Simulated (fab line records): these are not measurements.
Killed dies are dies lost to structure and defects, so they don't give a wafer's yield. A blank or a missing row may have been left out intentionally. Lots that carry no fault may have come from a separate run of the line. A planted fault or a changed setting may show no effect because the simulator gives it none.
Which tool did it?    flow gf180mcu    Sampling: 13 lots, 39 wafers, 5 of 602 route steps

## WHAT THE GAUGES SHOWED, per wafer
GF_CONTACT_BOW_MEAS_05.
lot   measured      on             CONTACT_BOW (um)
L958  day 14 23:25  film-metro-03  65 73 58
L965  day 18 02:43  film-metro-02  64 61 66
L970  day 20 04:44  film-metro-02  68 68 60
L971  day 20 07:30  film-metro-02  65 58 59
L972  day 20 21:59  film-metro-03  60 72 60
L973  day 20 22:04  film-metro-02  74 71 68
L974  day 21 07:34  film-metro-03  75 57 72
L976  day 21 21:01  film-metro-03  64 71 64
L977  day 22 01:06  film-metro-04  72 65 70
L978  day 22 06:01  film-metro-03  61 50 73
L979  day 22 19:14  film-metro-03  67 74 66
L980  day 22 23:33  film-metro-04  64 59 54
L981  day 23 19:38  film-metro-04  58 55 54

GF_M3_OVL_MEAS_15.
lot   measured      on          M3_OVL (nm)
L958  day 21 00:02  overlay-01  1 6 -1
L965  day 24 05:41  overlay-02  -3 -5 -1
L970  day 26 04:05  overlay-02  0 2 2
L971  day 26 06:35  overlay-01  1 8 0
L972  day 26 21:56  overlay-02  9 2 0
L973  day 26 20:52  overlay-01  -1 -5 -8
L974  day 27 02:20  overlay-01  1 5 4
L976  day 27 16:01  overlay-01  6 -3 -3
L977  day 27 19:40  overlay-01  2 -7 0
L978  day 27 21:58  overlay-01  8 1 5
L979  day 28 10:35  overlay-02  -11 -9 -1
L980  day 28 14:15  overlay-01  1 2 7
L981  day 29 06:01  overlay-02  8 2 6

GF_V5_THK_MEAS_01.
lot   measured      on             V5_CVD_00_THK (nm)
L958  day 26 01:05  film-metro-03  303 302 301
L965  day 28 19:22  film-metro-02  304 307 305
L970  day 30 12:01  film-metro-01  301 302 303
L971  day 30 14:02  film-metro-03  306 298 300
L972  day 31 05:51  film-metro-02  305 300 297
L973  day 31 03:13  film-metro-01  306 303 297
L974  day 31 08:11  film-metro-01  298 303 296
L976  day 31 22:26  film-metro-02  307 303 303
L977  day 32 01:58  film-metro-03  301 304 301
L978  day 32 02:49  film-metro-01  298 298 296
L979  day 32 13:06  film-metro-01  305 304 303
L980  day 32 18:18  film-metro-02  304 302 305
L981  day 33 06:01  film-metro-01  298 301 300

GF_PASSIVATION_THK_MEAS_03.
lot   measured      on             PASSIVATION_CVD_02_THK (nm)
L958  day 27 21:55  film-metro-04  695 705 691
L965  day 30 13:56  film-metro-04  691 707 1218 691 707 1218
L970  day 32 03:34  film-metro-04  680 693 692
L971  day 32 06:13  film-metro-02  696 699 713
L972  day 32 20:05  film-metro-02  686 705 705
L973  day 32 18:09  film-metro-03  694 690 703
L974  day 32 22:41  film-metro-03  706 684 709
L976  day 33 12:17  film-metro-03  690 697 690
L977  day 33 14:14  film-metro-04  684 699 697
L978  day 33 15:35  film-metro-02  691 686 692
L979  day 34 00:22  film-metro-02  692 701 695
L980  day 34 05:37  film-metro-04  681 709 707
L981  day 34 16:43  film-metro-04  695 704 712

## WHICH TOOL RAN EACH LOT (tool, then ch and the chambers of the sampled wafers, then the start)
lot   GF_PASSIVATION_CVD_02
L958  pecvd-04 ch 1,2, day 27 21:36
L965  pecvd-04 ch 0,1,2, day 30 13:31
L970  pecvd-01 ch 0,1, day 32 03:16
L971  pecvd-01 ch 0,1, day 32 05:55
L972  pecvd-03 ch 0,2, day 32 19:47
L973  pecvd-03 ch 0,2, day 32 17:52
L974  pecvd-01 ch 0,2, day 32 22:22
L976  pecvd-03 ch 0,2, day 33 12:00
L977  pecvd-04 ch 0,1,2, day 33 13:56
L978  pecvd-03 ch 0,1,2, day 33 15:18
L979  pecvd-04 ch 0,1,2, day 34 00:04
L980  pecvd-03 ch 1, day 34 05:10
L981  pecvd-04 ch 1,2, day 34 16:17
- GF_PASSIVATION_CVD_02: deposits Si3N4, target thk 700 nm, time 486.18 s.

## AS READ BY THE TOOLS THEMSELVES (means over the sampled wafers that have a number; for cases with no such wafer, the mark the record gives instead)
GF_PASSIVATION_CVD_02.
lot   tool      heater-power-w (W)
L958  pecvd-04  752
L965  pecvd-04  747
L970  pecvd-01  753
L971  pecvd-01  702
L972  pecvd-03  636
L973  pecvd-03  686
L974  pecvd-01  718
L976  pecvd-03  679
L977  pecvd-04  724
L978  pecvd-03  683
L979  pecvd-04  723
L980  pecvd-03  653
L981  pecvd-04  702

## THE ANSWER, worked out from the rows above alone
Rule: the lots themselves supply what counts as usual. Put in order of their means at a reading, lots are off if they are a third of the lots or fewer, leave a main group of 4 or more, and stand apart from it by a gap of 3 or more times the standard deviation of the main group's means; of several such gaps the widest counts. The tables above print the reading to a certain number of digits; a main group whose means all agree to those digits is not used. A lot without any number at a reading at which 4 lots or more have one is off too. All remaining lots with rows at the step are treated as sound. Order of review: gauges by route order, followed by the tools' own readings, for which a lot's mean as printed above is used. The first step at which some lot is off is used, and at that step the reading that is off furthest; a lot without a number counts as furthest.
Off: L965, seen at GF_PASSIVATION_THK_MEAS_03 (PASSIVATION_CVD_02_THK). The main group has a mean of 696 nm with a standard deviation of 4.6.
If a tool, at a process step before that reading, ran all the lots that are off and no sound lot after the first of them, it fits. Those tools and the gauges at GF_PASSIVATION_THK_MEAS_03 are tried in the same way. None of those tried fits.

## WHAT THE SIMULATOR HAD INSERTED
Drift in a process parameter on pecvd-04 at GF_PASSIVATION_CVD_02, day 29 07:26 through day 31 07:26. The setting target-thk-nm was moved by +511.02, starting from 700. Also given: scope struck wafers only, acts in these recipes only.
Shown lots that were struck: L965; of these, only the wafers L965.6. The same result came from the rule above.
